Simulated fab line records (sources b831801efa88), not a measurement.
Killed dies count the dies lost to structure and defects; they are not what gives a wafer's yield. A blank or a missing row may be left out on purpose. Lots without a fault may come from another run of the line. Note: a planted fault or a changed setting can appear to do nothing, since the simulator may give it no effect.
Code-filled problem report in 8D (eight disciplines) form ; flow sky130 ; the parts of the form that need people (team, actions taken, sign-off) are left out

== 1. WHAT IS WRONG ==
Wafers without a fault read 410.4 nm, standard deviation 2; cdNm at SKY_SONOS_TUNNEL_CD_MEAS_07 reads a mean of 219.9 nm on 3 wafers belonging to 2 lots. That puts it -95 standard deviations away from the usual mean.
The step: target cd 410 nm.
The first sign was on wafer L610.5 at day 12 17:43, on cdSem-02. The record holds 36 wafers of 12 lots with a number at this step. By rule, "out" or "out of limits" means more than 4 standard deviations away from the usual mean. The rest of the wafers with a number are treated as sound.

== 2. WHAT IT IS, AND WHAT IT ISN'T ==
question;is;is not
which readings at this step;cdNm;-
which lots;L610, L611;L606, L607, L609, L620, L622, L623, L625, L627, L628, L629
which wafers of those lots;L610.5, L610.6, L611.5;L610.4, L611.1, L611.3
read on which gauges;cdSem-02;cdSem-01
when;from day 12 17:43;"up to then (10 sound wafers); but 23 sound wafers of L611, L620, L622, L623, L625, L627, L628, L629 came after"

== 3. SUSPECTS, AND WHAT RULES EACH OUT ==
Counting: any tool at a process step up to the reading remains a suspect provided it ran every lot that is out. Sound lots after the first of them don't rule it out here, since some wafers of a struck lot are sound.
- the gauge at SKY_SONOS_TUNNEL_CD_MEAS_07: kept. All the wafers that are out were read on cdSem-02, and no step on other tools shows them out.
- lithoTrack-02 at SKY_SONOS_TUNNEL_DEVELOP_06 (develop time 60 s): kept. It ran every lot that is out, first L610 (day 12 17:35); its last sound lot up to then is L609 (day 12 04:14).
Left after counting: lithoTrack-02 at SKY_SONOS_TUNNEL_DEVELOP_06, cdSem-02 at SKY_SONOS_TUNNEL_CD_MEAS_07.

== 4. THE CAUSE (what the simulator had put in) ==
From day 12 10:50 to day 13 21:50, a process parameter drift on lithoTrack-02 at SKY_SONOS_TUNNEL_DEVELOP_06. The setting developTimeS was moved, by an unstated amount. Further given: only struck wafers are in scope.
2 suspects survive the count, and this tool is in that group.

== 5. SEQUENCE OF EFFECTS, ordered by route ==
One row per reading whose mean, taken over the struck wafers that have a number, lies over 3 standard deviations from the usual. Only readings for which the record gives a usual standard deviation are gone through. hours: the time from each lot's start at the first step in this table that gives one to its start at this step, as a median over the lots. sigmas: the change in usual standard deviations.
hours;step;reading;usual;on struck wafers;change;sigmas
0;SKY_SONOS_TUNNEL_CD_MEAS_07;cdNm;410.4 nm;219.9;-190.5;-95
At these later measuring or inspecting steps, every struck wafer for which the step has a row has a number for every such reading, and none has moved that far: SKY_LDD_P_CD_MEAS_07.

== 6. HOW IT WOULD HAVE BEEN CAUGHT EARLIER ==
Counted from the fault's start at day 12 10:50, it took 7 hours until the first out-of-limits reading at a measuring or inspecting step in this record, taken at day 12 17:43.
No tool reading at SKY_SONOS_TUNNEL_DEVELOP_06 that has a usual standard deviation in the record was out on any struck wafer, so an alarm limit of 4 standard deviations on those readings would not have fired.
Lots out: 2; of these, L611 started SKY_SONOS_TUNNEL_DEVELOP_06 on lithoTrack-02 after day 12 17:43. Putting the tool on hold at that point would have spared it.
